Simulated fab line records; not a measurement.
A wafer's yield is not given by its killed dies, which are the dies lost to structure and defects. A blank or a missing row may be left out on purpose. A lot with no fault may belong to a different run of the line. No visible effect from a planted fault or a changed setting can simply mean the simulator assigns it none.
Chamber matching + flow sky130 + SKY_SPACER_ETCHBACK_02 on rie_diel-04: 4 sister chambers
The step etches Si3N4 in CH3F/O2, stops on SiO2, time 46.7 s, target depth 45 nm. 14 wafers are shown with their chamber, then 7 later ones without.

WAFERS WITH THEIR CHAMBER
| wafer  | chamber | drypump_motor_current_A (A) | oes_product_au (a.u.) | throttle_valve_pct (%) |
|--------|---------|-----------------------------|-----------------------|------------------------|
| L720.1 | 2       | 6.2                         | 0.851                 | 10.571                 |
| L720.2 | 0       | 5.2                         | 0.850                 | 10.578                 |
| L720.6 | 2       | 6.2                         | 0.858                 | 10.561                 |
| L722.1 | 1       | 5.6                         | 0.859                 | 10.562                 |
| L722.2 | 2       | 6.2                         | 0.864                 | 10.573                 |
| L722.5 | 0       | 5.2                         | 0.864                 | 10.560                 |
| L723.2 | 2       | 6.3                         | 0.859                 | 10.573                 |
| L723.3 | 1       | 5.7                         | 0.859                 | 10.559                 |
| L723.6 | 3       | 6.4                         | 0.870                 | 10.583                 |
| L725.1 | 3       | 6.4                         | 0.870                 | 10.565                 |
| L725.3 | 2       | 6.3                         | 0.859                 | 10.568                 |
| L725.4 | 0       | 5.2                         | 0.863                 | 10.556                 |
| L726.4 | 2       | 6.2                         | 0.857                 | 10.570                 |
| L726.5 | 3       | 6.4                         | 0.858                 | 10.560                 |

SIGNATURES (averages over the wafers above)
| reading                 | chamber 0 | chamber 1 | chamber 2 | chamber 3 | scatter within a chamber |
|-------------------------|-----------|-----------|-----------|-----------|--------------------------|
| drypump_motor_current_A | 5.200     | 5.650     | 6.233     | 6.400     | 0.0428                   |
| oes_product_au          | 0.85900   | 0.85900   | 0.85800   | 0.86600   | 0.00553                  |
| throttle_valve_pct      | 10.56467  | 10.56050  | 10.56933  | 10.56933  | 0.0082                   |
Rule: a wafer lies at a distance from a chamber equal to the root of the sum of squares, over the readings, of (its reading less the chamber's mean, divided by the reading's scatter). If the next closest chamber is less than 2 further off than the closest, the wafer can't be placed; otherwise it belongs to the closest. The scatter: take each reading less its chamber's mean, square it, sum over the shown wafers, divide by the number of wafers less the number of chambers, and take the root.

WAFERS MISSING THEIR CHAMBER
| wafer  | drypump_motor_current_A (A) | oes_product_au (a.u.) | throttle_valve_pct (%) |
|--------|-----------------------------|-----------------------|------------------------|
| L726.6 | 5.3                         | 0.861                 | 10.570                 |
| L732.4 | 6.4                         | 0.856                 | 10.553                 |
| L732.5 | 5.6                         | 0.855                 | 10.592                 |
| L732.6 | 6.3                         | 0.858                 | 10.552                 |
| L735.1 | 6.4                         | 0.848                 | 10.566                 |
| L735.4 | 5.2                         | 0.855                 | 10.575                 |
| L735.5 | 5.7                         | 0.856                 | 10.561                 |

THE CHAMBER EACH PASSED THROUGH
| wafer  | from the rows above     | in truth |
|--------|-------------------------|----------|
| L726.6 | 0                       | 0        |
| L732.4 | can't be placed: 3 or 2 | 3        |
| L732.5 | 1                       | 1        |
| L732.6 | can't be placed: 2 or 3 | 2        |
| L735.1 | can't be placed: 3 or 2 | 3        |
| L735.4 | 0                       | 0        |
| L735.5 | 1                       | 1        |
4 of 7 placed correctly. Cannot be placed on the basis of these rows: 3; the candidates contain the true chamber in 3. Wrongly placed: 0.
